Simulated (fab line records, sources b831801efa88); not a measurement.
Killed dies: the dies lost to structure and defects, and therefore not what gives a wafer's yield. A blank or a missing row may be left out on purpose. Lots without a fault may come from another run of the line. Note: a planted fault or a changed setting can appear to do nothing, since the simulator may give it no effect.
One fault seen from 2 desks    flow gf180mcu    what lay behind the numbers comes last; until then each desk has only its own

== AT THE TOOL OWNER'S DESK: pecvd-04 ==
The tool's own readings at GF_MIM_CVD_05 (deposits Si3N4, target thk 42 nm, time 29.086 s): means of the sampled wafers that have a number, for each lot that ran on this tool. The brackets show how far a lot's mean lies from the usual mean; more than 4 standard deviations puts the lot out of limits, marked OUT.
Columns: A = heaterPowerW at GF_MIM_CVD_05, usual 642 W
lot   first seen here  A
L265  day 24 15:31     692
L270  day 26 22:40     665
L271  day 27 01:40     718
L272  day 27 05:31     754
L276  day 28 08:26     643
L286  day 31 07:51     743
This desk's finding: nothing out of limits on any of the 6 lots.

== AT THE METROLOGY DESK ==
Lot by lot, what the gauges showed, no matter which tool ran the lot: averages of those sampled wafers that carry a number. The brackets show how far a lot's mean lies from the usual mean; more than 4 standard deviations puts the lot out of limits, marked OUT.
Columns: A = MIM_CVD_05_THK at GF_MIM_THK_MEAS_06, usual 42.1 nm
lot   first seen here  A
L265  day 24 15:34     41.7
L267  day 25 08:59     42.2
L268  day 25 15:38     41.5
L269  day 26 09:43     41.6
L270  day 26 22:43     42.2
L271  day 27 01:43     42.0
L272  day 27 05:34     77.4 (+58) OUT
L273  day 27 10:01     41.5
L276  day 28 08:29     77.5 (+58) OUT
L282  day 30 12:22     42.6
L283  day 30 13:42     41.8
L285  day 30 22:53     42.3
L286  day 31 07:55     41.9
This desk reports L272, L276 out of limits; the earliest was L272 at day 27 05:34 (MIM_CVD_05_THK at GF_MIM_THK_MEAS_06). L265, L267, L268, L269, L270, L271, L273, L282, L283, L285, L286 stayed within limits.

== ALL TOGETHER ==
The metrology desk could have raised an alarm at day 27 05:34, on L272, L276.
The tool owner's desk saw nothing out of limits.
The tool owner's desk has L272, L276 on record, within its limits.
GF_MIM_CVD_05 was run on pecvd-04 by each of the lots named.

== WHAT THE SIMULATOR HAD INSERTED ==
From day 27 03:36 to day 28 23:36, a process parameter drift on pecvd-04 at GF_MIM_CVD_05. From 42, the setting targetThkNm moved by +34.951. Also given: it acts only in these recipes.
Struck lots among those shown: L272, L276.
Per desk, hours elapsed from the start of the fault to the first reading out of limits: for the metrology desk, 2.
